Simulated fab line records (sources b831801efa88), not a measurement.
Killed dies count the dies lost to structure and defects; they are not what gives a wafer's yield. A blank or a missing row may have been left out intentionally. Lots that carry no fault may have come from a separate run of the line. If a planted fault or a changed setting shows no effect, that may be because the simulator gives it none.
8D (eight disciplines) problem report, filled in by code / flow sky130 / the parts of the form that need people (team, actions taken, sign-off) are left out

## 1. THE PROBLEM
Mean of runLengthS at SKY_LOCAL_INTERCONNECT_SOFTBAKE_07: 116.50 s across 6 wafers in 2 lots; on wafers with no fault it is 119.25 s (standard deviation 0.2). That is -14 standard deviations from the usual mean.
The step: time 90 s.
The first sign was on wafer L314.2 at day 37 11:00, on lithoTrack-03. At this step, 39 wafers from 13 lots have a number in the record. Rule for "out" (also "out of limits"): further than 4 standard deviations from the usual mean. Any other wafer with a number is counted as sound.

## 2. WHAT IT IS; WHAT IT IS NOT
question=which readings at this step; is=runLengthS, heaterPowerTotalW; is not=-
question=which lots; is=L314, L316; is not=L295, L296, L297, L298, L299, L300, L304, L306, L307, L310, L318
question=which wafers of those lots; is=all that have a number; is not=-
question=read on which tools; is=lithoTrack-03; is not=lithoTrack-01, lithoTrack-04
question=when; is=from day 37 11:00; is not=up to then (33 sound wafers)

## 3. SUSPECTS, AND WHAT RULES EACH OUT
Counting: any tool at a process step up to the reading is kept as a suspect provided that every lot that is out went through it and no sound lot did after the first of them.
- pvdSputter-01 at SKY_LOCAL_INTERCONNECT_SPUTTER_00 (material TiN, target thk 100 nm, time 83.3 s): kept. Every lot that is out went through it, starting with L314 (day 36 22:28), and after that it ran no sound lot; the last sound lot it ran before then is L310 (day 33 23:34).
- lithoTrack-03 at SKY_LOCAL_INTERCONNECT_SOFTBAKE_07 (time 90 s): kept. Every lot that is out went through it, starting with L314 (day 37 11:00), and after that it ran no sound lot; the last sound lot it ran before then is L310 (day 34 12:00). Its own heaterPowerTotalW, runLengthS readings are out on those wafers.
Remaining after the count are pvdSputter-01 at SKY_LOCAL_INTERCONNECT_SPUTTER_00 and lithoTrack-03 at SKY_LOCAL_INTERCONNECT_SOFTBAKE_07.

## 4. THE CAUSE (what the simulator had put in)
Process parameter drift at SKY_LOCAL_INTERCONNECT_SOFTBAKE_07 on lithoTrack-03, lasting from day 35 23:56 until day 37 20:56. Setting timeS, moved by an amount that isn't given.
After counting, 2 suspects remain, this tool included.

## 5. THE CHAIN OF EFFECTS, in route order
Each row: a reading whose mean over the struck wafers that have a number lies more than 3 standard deviations from the usual. Scope: only readings with a usual standard deviation given in the record; hours: median across lots of the time from each lot's start at the first step in this table that gives one to its start at this step; sigmas: change in usual standard deviations.
hours=0; step=SKY_LOCAL_INTERCONNECT_SOFTBAKE_07; reading=heaterPowerTotalW; usual=57.36 W; on struck wafers=57.97; change=+0.61; sigmas=+5.6
hours=0; step=SKY_LOCAL_INTERCONNECT_SOFTBAKE_07; reading=runLengthS; usual=119.25 s; on struck wafers=116.50; change=-2.75; sigmas=-14
Its process steps:
- SKY_LOCAL_INTERCONNECT_SOFTBAKE_07: time 90 s.

## 6. HOW IT WOULD HAVE BEEN CAUGHT EARLIER
In this record no reading fell out of limits until day 37 11:00, 35 hours after the fault had begun at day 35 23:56.
